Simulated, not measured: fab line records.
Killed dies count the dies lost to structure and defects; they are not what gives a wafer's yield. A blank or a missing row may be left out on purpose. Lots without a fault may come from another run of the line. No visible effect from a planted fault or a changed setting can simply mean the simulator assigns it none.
Which tool is to blame? || flow sky130 || 10 lots, 30 wafers sampled, at 6 steps of a route of 708

WHAT THE GAUGES SHOWED, per wafer
The record holds no reading of a measuring or inspecting step that can be judged against a usual standard deviation.

WHAT TOOL EACH LOT RAN ON (gives the tool, then ch and the chambers of the sampled wafers, and finally the start)
{"lot": "L308", "SKY_NWELL_RTA_28": "rtp_anneal-02 ch 0, day 5 10:41", "SKY_VT_ADJUST_LVTN_STRIP_20": "plasma_asher-04 ch 0,1, day 7 19:11", "SKY_POLY_GATE_ETCH_16": "rie_diel-03 ch 1,2, day 16 11:47", "SKY_POLY_GATE_ETCH_17": "rie_si-01 ch 0,1,2, day 16 11:53", "SKY_POLY_GATE_STRIP_18": "plasma_asher-03 ch 0,1, day 16 11:59", "SKY_PAD_OPEN_PROBE_99": "prober-01, day 45 15:55"}
{"lot": "L309", "SKY_NWELL_RTA_28": "rtp_anneal-01 ch 0, day 5 18:00", "SKY_VT_ADJUST_LVTN_STRIP_20": "plasma_asher-02 ch 0,1, day 8 04:38", "SKY_POLY_GATE_ETCH_16": "rie_diel-02 ch 0,2,3, day 17 00:22", "SKY_POLY_GATE_ETCH_17": "rie_si-01 ch 1,2,3, day 17 00:28", "SKY_POLY_GATE_STRIP_18": "plasma_asher-04 ch 0,1, day 17 00:31", "SKY_PAD_OPEN_PROBE_99": "prober-02, day 46 03:23"}
{"lot": "L310", "SKY_NWELL_RTA_28": "rtp_anneal-01 ch 0, day 5 22:14", "SKY_VT_ADJUST_LVTN_STRIP_20": "plasma_asher-01 ch 0,1, day 8 08:30", "SKY_POLY_GATE_ETCH_16": "rie_diel-02 ch 1,2,3, day 17 09:28", "SKY_POLY_GATE_ETCH_17": "rie_si-02 ch 0,1,3, day 17 09:34", "SKY_POLY_GATE_STRIP_18": "plasma_asher-02 ch 0,1, day 17 09:37", "SKY_PAD_OPEN_PROBE_99": "-"}
{"lot": "L311", "SKY_NWELL_RTA_28": "rtp_anneal-02 ch 0, day 6 04:22", "SKY_VT_ADJUST_LVTN_STRIP_20": "plasma_asher-04 ch 0,1, day 8 15:35", "SKY_POLY_GATE_ETCH_16": "rie_diel-03 ch 0,2, day 17 11:44", "SKY_POLY_GATE_ETCH_17": "rie_si-01 ch 2,3, day 17 11:50", "SKY_POLY_GATE_STRIP_18": "plasma_asher-04 ch 0,1, day 17 11:53", "SKY_PAD_OPEN_PROBE_99": "-"}
{"lot": "L313", "SKY_NWELL_RTA_28": "rtp_anneal-02 ch 0, day 7 01:08", "SKY_VT_ADJUST_LVTN_STRIP_20": "plasma_asher-02 ch 0,1, day 9 15:12", "SKY_POLY_GATE_ETCH_16": "rie_diel-03 ch 1,2,3, day 18 22:12", "SKY_POLY_GATE_ETCH_17": "rie_si-02 ch 0,1, day 18 22:18", "SKY_POLY_GATE_STRIP_18": "plasma_asher-02 ch 0,1, day 18 22:21", "SKY_PAD_OPEN_PROBE_99": "-"}
{"lot": "L320", "SKY_NWELL_RTA_28": "rtp_anneal-02 ch 0, day 8 15:32", "SKY_VT_ADJUST_LVTN_STRIP_20": "plasma_asher-02 ch 0,1, day 11 09:59", "SKY_POLY_GATE_ETCH_16": "rie_diel-03 ch 1,2,3, day 21 07:39", "SKY_POLY_GATE_ETCH_17": "rie_si-01 ch 0,1,3, day 21 07:42", "SKY_POLY_GATE_STRIP_18": "plasma_asher-02 ch 0,1, day 21 07:47", "SKY_PAD_OPEN_PROBE_99": "prober-01, day 49 00:31"}
{"lot": "L322", "SKY_NWELL_RTA_28": "rtp_anneal-01 ch 0, day 9 05:07", "SKY_VT_ADJUST_LVTN_STRIP_20": "plasma_asher-02 ch 0, day 12 02:11", "SKY_POLY_GATE_ETCH_16": "rie_diel-01 ch 0,2,3, day 22 02:54", "SKY_POLY_GATE_ETCH_17": "rie_si-01 ch 0,2, day 22 03:00", "SKY_POLY_GATE_STRIP_18": "plasma_asher-03 ch 0,1, day 22 03:03", "SKY_PAD_OPEN_PROBE_99": "prober-01, day 49 11:19"}
{"lot": "L323", "SKY_NWELL_RTA_28": "rtp_anneal-01 ch 0, day 9 09:33", "SKY_VT_ADJUST_LVTN_STRIP_20": "plasma_asher-01 ch 0,1, day 12 06:59", "SKY_POLY_GATE_ETCH_16": "rie_diel-01 ch 0,1,3, day 22 07:05", "SKY_POLY_GATE_ETCH_17": "rie_si-02 ch 1,2, day 22 07:11", "SKY_POLY_GATE_STRIP_18": "plasma_asher-02 ch 0,1, day 22 07:15", "SKY_PAD_OPEN_PROBE_99": "prober-02, day 49 19:10"}
{"lot": "L324", "SKY_NWELL_RTA_28": "rtp_anneal-01 ch 0, day 9 18:41", "SKY_VT_ADJUST_LVTN_STRIP_20": "plasma_asher-01 ch 0,1, day 12 17:13", "SKY_POLY_GATE_ETCH_16": "rie_diel-01 ch 2,3, day 22 20:51", "SKY_POLY_GATE_ETCH_17": "rie_si-01 ch 0,3, day 22 20:57", "SKY_POLY_GATE_STRIP_18": "plasma_asher-03 ch 0,1, day 22 21:00", "SKY_PAD_OPEN_PROBE_99": "prober-01, day 49 19:28"}
{"lot": "L330", "SKY_NWELL_RTA_28": "rtp_anneal-01 ch 0, day 11 05:29", "SKY_VT_ADJUST_LVTN_STRIP_20": "plasma_asher-02 ch 1, day 14 07:04", "SKY_POLY_GATE_ETCH_16": "rie_diel-01 ch 2,3, day 24 17:51", "SKY_POLY_GATE_ETCH_17": "rie_si-01 ch 0,1,3, day 24 17:57", "SKY_POLY_GATE_STRIP_18": "plasma_asher-02 ch 0,1, day 24 18:00", "SKY_PAD_OPEN_PROBE_99": "-"}
- SKY_NWELL_RTA_28: time 30 s.
- SKY_VT_ADJUST_LVTN_STRIP_20: strips in O2/N2.
- SKY_POLY_GATE_ETCH_16: etches Si3N4 in CH3F/O2, stops on poly-Si, time 147.5 s, target depth 75 nm.
- SKY_POLY_GATE_ETCH_17: etches poly-Si in HBr/Cl2, stops on SiO2, target depth 180 nm, time 70.5 s.
- SKY_POLY_GATE_STRIP_18: strips in O2/N2.
- SKY_PAD_OPEN_PROBE_99

AS READ BY THE TOOLS THEMSELVES (means over the sampled wafers that have a number; for cases with no such wafer, the mark the record gives instead)
SKY_NWELL_RTA_28. Usual: chamber_o2_ppm 2.009, standard deviation 0.022; lamp_power_pct 25.30 %, standard deviation 0.053; wafer_temp_C_max 1054.7, standard deviation 0.89.
{"lot": "L308", "tool": "rtp_anneal-02", "chamber_o2_ppm": 1.993, "lamp_power_pct (%)": 25.38, "wafer_temp_C_max": 1055.5, "flag": ""}
{"lot": "L309", "tool": "rtp_anneal-01", "chamber_o2_ppm": 1.984, "lamp_power_pct (%)": 25.25, "wafer_temp_C_max": 1056.1, "flag": ""}
{"lot": "L310", "tool": "rtp_anneal-01", "chamber_o2_ppm": 1.988, "lamp_power_pct (%)": 25.31, "wafer_temp_C_max": 1054.8, "flag": ""}
{"lot": "L311", "tool": "rtp_anneal-02", "chamber_o2_ppm": 2.010, "lamp_power_pct (%)": 25.32, "wafer_temp_C_max": 1054.3, "flag": ""}
{"lot": "L313", "tool": "rtp_anneal-02", "chamber_o2_ppm": 2.015, "lamp_power_pct (%)": 25.32, "wafer_temp_C_max": 1054.2, "flag": ""}
{"lot": "L320", "tool": "rtp_anneal-02", "chamber_o2_ppm": 2.021, "lamp_power_pct (%)": 25.31, "wafer_temp_C_max": 1054.2, "flag": ""}
{"lot": "L322", "tool": "rtp_anneal-01", "chamber_o2_ppm": 2.011, "lamp_power_pct (%)": 25.34, "wafer_temp_C_max": 1054.3, "flag": ""}
{"lot": "L323", "tool": "rtp_anneal-01", "chamber_o2_ppm": 2.012, "lamp_power_pct (%)": 25.25, "wafer_temp_C_max": 1054.3, "flag": ""}
{"lot": "L324", "tool": "rtp_anneal-01", "chamber_o2_ppm": 2.007, "lamp_power_pct (%)": 25.33, "wafer_temp_C_max": 1054.2, "flag": ""}
{"lot": "L330", "tool": "rtp_anneal-01", "chamber_o2_ppm": 2.006, "lamp_power_pct (%)": 25.29, "wafer_temp_C_max": 1054.6, "flag": ""}

SKY_VT_ADJUST_LVTN_STRIP_20. Usual: drypump_motor_current_A 6.1 A, standard deviation 0.47; oes_product_au 0.715 a.u., standard deviation 0.0045; strip_time_to_endpoint_s 14.18 s, standard deviation 0.041.
{"lot": "L308", "tool": "plasma_asher-04", "drypump_motor_current_A (A)": 5.9, "oes_product_au (a.u.)": 0.713, "strip_time_to_endpoint_s (s)": 14.22, "flag": ""}
{"lot": "L309", "tool": "plasma_asher-02", "drypump_motor_current_A (A)": 6.5, "oes_product_au (a.u.)": 0.717, "strip_time_to_endpoint_s (s)": 14.15, "flag": ""}
{"lot": "L310", "tool": "plasma_asher-01", "drypump_motor_current_A (A)": 6.2, "oes_product_au (a.u.)": 0.715, "strip_time_to_endpoint_s (s)": 14.20, "flag": ""}
{"lot": "L311", "tool": "plasma_asher-04", "drypump_motor_current_A (A)": 5.9, "oes_product_au (a.u.)": 0.713, "strip_time_to_endpoint_s (s)": 14.18, "flag": ""}
{"lot": "L313", "tool": "plasma_asher-02", "drypump_motor_current_A (A)": 6.5, "oes_product_au (a.u.)": 0.714, "strip_time_to_endpoint_s (s)": 14.19, "flag": ""}
{"lot": "L320", "tool": "plasma_asher-02", "drypump_motor_current_A (A)": 6.6, "oes_product_au (a.u.)": 0.715, "strip_time_to_endpoint_s (s)": 14.14, "flag": ""}
{"lot": "L322", "tool": "plasma_asher-02", "drypump_motor_current_A (A)": 6.6, "oes_product_au (a.u.)": 0.721, "strip_time_to_endpoint_s (s)": 14.26, "flag": ""}
{"lot": "L323", "tool": "plasma_asher-01", "drypump_motor_current_A (A)": 6.2, "oes_product_au (a.u.)": 0.715, "strip_time_to_endpoint_s (s)": 14.21, "flag": ""}
{"lot": "L324", "tool": "plasma_asher-01", "drypump_motor_current_A (A)": 6.2, "oes_product_au (a.u.)": 0.714, "strip_time_to_endpoint_s (s)": 14.18, "flag": ""}
{"lot": "L330", "tool": "plasma_asher-02", "drypump_motor_current_A (A)": 6.5, "oes_product_au (a.u.)": 0.712, "strip_time_to_endpoint_s (s)": 14.19, "flag": ""}

SKY_POLY_GATE_ETCH_16. Usual: O2_flow_sccm 29.99 sccm, standard deviation 0.096; bias_w 80.00 W, standard deviation 0.25; drypump_motor_current_A 5.7 A, standard deviation 0.51; oes_product_au 0.642 a.u., standard deviation 0.0046; rf_fwd_power_W 398.2 W, standard deviation 1.3; throttle_valve_pct 10.535 %, standard deviation 0.0088.
{"lot": "L308", "tool": "rie_diel-03", "O2_flow_sccm (sccm)": 29.94, "bias_w (W)": 80.17, "drypump_motor_current_A (A)": 6.3, "oes_product_au (a.u.)": 0.643, "rf_fwd_power_W (W)": 398.5, "throttle_valve_pct (%)": 10.533, "flag": ""}
{"lot": "L309", "tool": "rie_diel-02", "O2_flow_sccm (sccm)": 30.09, "bias_w (W)": 79.92, "drypump_motor_current_A (A)": 5.5, "oes_product_au (a.u.)": 0.644, "rf_fwd_power_W (W)": 397.3, "throttle_valve_pct (%)": 10.537, "flag": ""}
{"lot": "L310", "tool": "rie_diel-02", "O2_flow_sccm (sccm)": 29.95, "bias_w (W)": 79.90, "drypump_motor_current_A (A)": 5.6, "oes_product_au (a.u.)": 0.643, "rf_fwd_power_W (W)": 398.4, "throttle_valve_pct (%)": 10.534, "flag": ""}
{"lot": "L311", "tool": "rie_diel-03", "O2_flow_sccm (sccm)": 29.92, "bias_w (W)": 79.88, "drypump_motor_current_A (A)": 6.1, "oes_product_au (a.u.)": 0.637, "rf_fwd_power_W (W)": 396.9, "throttle_valve_pct (%)": 10.543, "flag": ""}
{"lot": "L313", "tool": "rie_diel-03", "O2_flow_sccm (sccm)": 29.96, "bias_w (W)": 80.17, "drypump_motor_current_A (A)": 5.9, "oes_product_au (a.u.)": 0.644, "rf_fwd_power_W (W)": 398.1, "throttle_valve_pct (%)": 10.532, "flag": ""}
{"lot": "L320", "tool": "rie_diel-03", "O2_flow_sccm (sccm)": 30.08, "bias_w (W)": 79.92, "drypump_motor_current_A (A)": 5.9, "oes_product_au (a.u.)": 0.635, "rf_fwd_power_W (W)": 397.5, "throttle_valve_pct (%)": 10.525, "flag": ""}
{"lot": "L322", "tool": "rie_diel-01", "O2_flow_sccm (sccm)": 30.00, "bias_w (W)": 79.96, "drypump_motor_current_A (A)": 5.6, "oes_product_au (a.u.)": 0.636, "rf_fwd_power_W (W)": 398.8, "throttle_valve_pct (%)": 10.537, "flag": ""}
{"lot": "L323", "tool": "rie_diel-01", "O2_flow_sccm (sccm)": 30.13, "bias_w (W)": 80.00, "drypump_motor_current_A (A)": 5.6, "oes_product_au (a.u.)": 0.641, "rf_fwd_power_W (W)": 398.3, "throttle_valve_pct (%)": 10.535, "flag": ""}
{"lot": "L324", "tool": "rie_diel-01", "O2_flow_sccm (sccm)": 30.03, "bias_w (W)": 79.97, "drypump_motor_current_A (A)": 6.1, "oes_product_au (a.u.)": 0.641, "rf_fwd_power_W (W)": 400.2, "throttle_valve_pct (%)": 10.537, "flag": ""}
{"lot": "L330", "tool": "rie_diel-01", "O2_flow_sccm (sccm)": 29.90, "bias_w (W)": 80.39, "drypump_motor_current_A (A)": 5.9, "oes_product_au (a.u.)": 0.640, "rf_fwd_power_W (W)": 399.3, "throttle_valve_pct (%)": 10.542, "flag": ""}

SKY_POLY_GATE_ETCH_17. Usual: HBr_flow_sccm 149.9 sccm, standard deviation 0.43; bias_w 100.00 W, standard deviation 0.29; drypump_motor_current_A 5.79 A, standard deviation 0.22; oes_product_au 0.986 a.u., standard deviation 0.0066; rf_fwd_power_W 396.8 W, standard deviation 1.6; throttle_valve_pct 33.684 %, standard deviation 0.0092.
{"lot": "L308", "tool": "rie_si-01", "HBr_flow_sccm (sccm)": 149.6, "bias_w (W)": 100.26, "drypump_motor_current_A (A)": 5.86, "oes_product_au (a.u.)": 0.994, "rf_fwd_power_W (W)": 398.9, "throttle_valve_pct (%)": 33.678, "flag": ""}
{"lot": "L309", "tool": "rie_si-01", "HBr_flow_sccm (sccm)": 150.2, "bias_w (W)": 99.95, "drypump_motor_current_A (A)": 5.89, "oes_product_au (a.u.)": 0.985, "rf_fwd_power_W (W)": 397.7, "throttle_valve_pct (%)": 33.678, "flag": ""}
{"lot": "L310", "tool": "rie_si-02", "HBr_flow_sccm (sccm)": 149.7, "bias_w (W)": 100.22, "drypump_motor_current_A (A)": 5.70, "oes_product_au (a.u.)": 0.977, "rf_fwd_power_W (W)": 395.2, "throttle_valve_pct (%)": 33.682, "flag": ""}
{"lot": "L311", "tool": "rie_si-01", "HBr_flow_sccm (sccm)": 149.8, "bias_w (W)": 99.83, "drypump_motor_current_A (A)": 5.99, "oes_product_au (a.u.)": 0.986, "rf_fwd_power_W (W)": 397.6, "throttle_valve_pct (%)": 33.691, "flag": ""}
{"lot": "L313", "tool": "rie_si-02", "HBr_flow_sccm (sccm)": 149.9, "bias_w (W)": 99.50, "drypump_motor_current_A (A)": 5.86, "oes_product_au (a.u.)": 0.984, "rf_fwd_power_W (W)": 395.2, "throttle_valve_pct (%)": 33.680, "flag": ""}
{"lot": "L320", "tool": "rie_si-01", "HBr_flow_sccm (sccm)": 150.1, "bias_w (W)": 99.91, "drypump_motor_current_A (A)": 5.97, "oes_product_au (a.u.)": 0.984, "rf_fwd_power_W (W)": 397.6, "throttle_valve_pct (%)": 33.685, "flag": ""}
{"lot": "L322", "tool": "rie_si-01", "HBr_flow_sccm (sccm)": "-", "bias_w (W)": "-", "drypump_motor_current_A (A)": "-", "oes_product_au (a.u.)": "-", "rf_fwd_power_W (W)": "-", "throttle_valve_pct (%)": "-", "flag": "OFF"}
{"lot": "L323", "tool": "rie_si-02", "HBr_flow_sccm (sccm)": "-", "bias_w (W)": "-", "drypump_motor_current_A (A)": "-", "oes_product_au (a.u.)": "-", "rf_fwd_power_W (W)": "-", "throttle_valve_pct (%)": "-", "flag": "OFF"}
{"lot": "L324", "tool": "rie_si-01", "HBr_flow_sccm (sccm)": "-", "bias_w (W)": "-", "drypump_motor_current_A (A)": "-", "oes_product_au (a.u.)": "-", "rf_fwd_power_W (W)": "-", "throttle_valve_pct (%)": "-", "flag": "OFF"}
{"lot": "L330", "tool": "rie_si-01", "HBr_flow_sccm (sccm)": 149.7, "bias_w (W)": 99.83, "drypump_motor_current_A (A)": 5.99, "oes_product_au (a.u.)": 0.998, "rf_fwd_power_W (W)": 397.2, "throttle_valve_pct (%)": 33.685, "flag": ""}

SKY_POLY_GATE_STRIP_18. Usual: drypump_motor_current_A 6.1 A, standard deviation 0.38; oes_product_au 0.362 a.u., standard deviation 0.0045; strip_time_to_endpoint_s 3.178 s, standard deviation 0.03.
{"lot": "L308", "tool": "plasma_asher-03", "drypump_motor_current_A (A)": 6.3, "oes_product_au (a.u.)": 0.356, "strip_time_to_endpoint_s (s)": 3.189, "flag": ""}
{"lot": "L309", "tool": "plasma_asher-04", "drypump_motor_current_A (A)": 5.7, "oes_product_au (a.u.)": 0.367, "strip_time_to_endpoint_s (s)": 3.198, "flag": ""}
{"lot": "L310", "tool": "plasma_asher-02", "drypump_motor_current_A (A)": 6.5, "oes_product_au (a.u.)": 0.366, "strip_time_to_endpoint_s (s)": 3.186, "flag": ""}
{"lot": "L311", "tool": "plasma_asher-04", "drypump_motor_current_A (A)": 5.7, "oes_product_au (a.u.)": 0.362, "strip_time_to_endpoint_s (s)": 3.209, "flag": ""}
{"lot": "L313", "tool": "plasma_asher-02", "drypump_motor_current_A (A)": 6.5, "oes_product_au (a.u.)": 0.363, "strip_time_to_endpoint_s (s)": 3.181, "flag": ""}
{"lot": "L320", "tool": "plasma_asher-02", "drypump_motor_current_A (A)": 6.5, "oes_product_au (a.u.)": 0.361, "strip_time_to_endpoint_s (s)": 3.180, "flag": ""}
{"lot": "L322", "tool": "plasma_asher-03", "drypump_motor_current_A (A)": 6.1, "oes_product_au (a.u.)": 0.402, "strip_time_to_endpoint_s (s)": 4.164, "flag": "OFF"}
{"lot": "L323", "tool": "plasma_asher-02", "drypump_motor_current_A (A)": 6.5, "oes_product_au (a.u.)": 0.402, "strip_time_to_endpoint_s (s)": 4.199, "flag": "OFF"}
{"lot": "L324", "tool": "plasma_asher-03", "drypump_motor_current_A (A)": 6.2, "oes_product_au (a.u.)": 0.407, "strip_time_to_endpoint_s (s)": 4.198, "flag": "OFF"}
{"lot": "L330", "tool": "plasma_asher-02", "drypump_motor_current_A (A)": 6.5, "oes_product_au (a.u.)": 0.364, "strip_time_to_endpoint_s (s)": 3.183, "flag": ""}

SKY_PAD_OPEN_PROBE_99. Usual: killed_at_M0_to_M3 42, standard deviation 6.9; killed_at_M4_up 3.2, standard deviation 1.7; killed_at_contacts 23, standard deviation 5.5; killed_at_front_end 16, standard deviation 4; killed_at_other 0.4, standard deviation 0.55; killed_dies 85, standard deviation 9.2; killed_on_rim 16, standard deviation 3.5; killed_open 46, standard deviation 6.8; killed_short 38, standard deviation 6.2.
{"lot": "L308", "tool": "prober-01", "killed_at_M0_to_M3": 49, "killed_at_M4_up": 4.0, "killed_at_contacts": 27, "killed_at_front_end": 16, "killed_at_other": 0.0, "killed_dies": 96, "killed_on_rim": 17, "killed_open": 49, "killed_short": 48, "flag": ""}
{"lot": "L309", "tool": "prober-02", "killed_at_M0_to_M3": 36, "killed_at_M4_up": 3.0, "killed_at_contacts": 21, "killed_at_front_end": 14, "killed_at_other": 1.0, "killed_dies": 75, "killed_on_rim": 14, "killed_open": 38, "killed_short": 37, "flag": ""}
{"lot": "L320", "tool": "prober-01", "killed_at_M0_to_M3": 36, "killed_at_M4_up": 4.3, "killed_at_contacts": 24, "killed_at_front_end": 14, "killed_at_other": 0.3, "killed_dies": 79, "killed_on_rim": 12, "killed_open": 44, "killed_short": 35, "flag": ""}
{"lot": "L322", "tool": "prober-01", "killed_at_M0_to_M3": 34, "killed_at_M4_up": 5.3, "killed_at_contacts": 20, "killed_at_front_end": 433, "killed_at_other": 0.3, "killed_dies": 492, "killed_on_rim": 96, "killed_open": 39, "killed_short": 37, "flag": "OFF"}
{"lot": "L323", "tool": "prober-02", "killed_at_M0_to_M3": 44, "killed_at_M4_up": 4.7, "killed_at_contacts": 25, "killed_at_front_end": 418, "killed_at_other": 0.3, "killed_dies": 492, "killed_on_rim": 96, "killed_open": 50, "killed_short": 36, "flag": "OFF"}
{"lot": "L324", "tool": "prober-01", "killed_at_M0_to_M3": 47, "killed_at_M4_up": 3.0, "killed_at_contacts": 19, "killed_at_front_end": 423, "killed_at_other": 0.0, "killed_dies": 492, "killed_on_rim": 96, "killed_open": 44, "killed_short": 37, "flag": "OFF"}

THE ANSWER, worked out from the rows above alone
Rule: a lot is off if the mean of its wafers that have a number lies more than 3 standard deviations from the usual mean. A lot without any number at a reading at which 4 lots or more have one is off too. All remaining lots with rows at the step are treated as sound. The gauges are gone through in route order, then the tools' own readings, and for those a lot's mean is taken as printed above. At the first step where some lot is off, the reading lying furthest off is the one used; lots without a number count as furthest.
Off: L322, L323, L324, at SKY_POLY_GATE_ETCH_17 (HBr_flow_sccm). Without a number there: L322, L323, L324.
A tool fits if, at that step or a process step before it, it ran every lot that is off, and no sound lot after the first of them. No candidate that was tried fits.

WHAT THE SIMULATOR HAD INSERTED
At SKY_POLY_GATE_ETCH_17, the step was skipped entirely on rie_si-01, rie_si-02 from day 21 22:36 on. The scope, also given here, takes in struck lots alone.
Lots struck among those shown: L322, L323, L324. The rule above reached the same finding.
